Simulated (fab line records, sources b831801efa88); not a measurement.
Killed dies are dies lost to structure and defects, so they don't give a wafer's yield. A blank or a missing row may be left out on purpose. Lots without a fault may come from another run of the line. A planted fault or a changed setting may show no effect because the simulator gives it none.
One fault seen from 2 desks | flow sky130 | each desk has only its own numbers; what lay behind them comes last

THE METROLOGY DESK
What the gauges read, lot by lot, whatever tool the lot ran on: means of the sampled wafers that have a number. A lot is out of limits, marked OUT, if its mean lies more than 4 standard deviations from the usual mean; the brackets give that distance.
Columns: A = PWDE_OVL at SKY_PWDE_OVL_MEAS_07, usual 1.3 nm; B = cd_nm at SKY_VT_ADJUST_HVTP_CD_MEAS_07, usual 379 nm
lot  | first seen here | A   | B
L864 | day 3 16:14     | 1.2 | 379
L867 | day 4 10:37     | 0.5 | 378
L870 | day 5 03:29     | 2.8 | 379
L871 | day 5 11:49     | 0.1 | 378
L872 | day 5 16:56     | 1.0 | 378
L873 | day 6 00:53     | 0.0 | 378
L874 | day 6 03:40     | 2.2 | 381
L878 | day 7 02:16     | 0.2 | 377
L883 | day 8 06:36     | 1.1 | 384
L884 | day 8 10:33     | 1.8 | 377
L886 | day 8 22:34     | 1.3 | 380
L887 | day 9 02:15     | 2.1 | 374
This desk's finding: nothing out of limits on any of the 12 lots.

THE TOOL OWNER'S DESK: litho_track-01
The tool's own readings at SKY_VT_ADJUST_NCORE_COAT_02 (resist thk 1140 nm): means of the sampled wafers that have a number, for each lot that ran on this tool. A lot is out of limits, marked OUT, if its mean lies more than 4 standard deviations from the usual mean; the brackets give that distance.
Columns: A = spin_speed_rpm at SKY_VT_ADJUST_NCORE_COAT_02, usual 3000.0 rpm
lot  | first seen here | A
L867 | day 8 19:53     | 3001.0
L874 | day 10 22:23    | 3000.1
L878 | day 12 01:44    | 3000.8
L883 | day 13 13:29    | 3001.2
This desk's finding: nothing out of limits on any of the 4 lots.

PUT TOGETHER
The metrology desk saw nothing out of limits.
The tool owner's desk saw nothing out of limits.

WHAT THE SIMULATOR HAD PUT IN
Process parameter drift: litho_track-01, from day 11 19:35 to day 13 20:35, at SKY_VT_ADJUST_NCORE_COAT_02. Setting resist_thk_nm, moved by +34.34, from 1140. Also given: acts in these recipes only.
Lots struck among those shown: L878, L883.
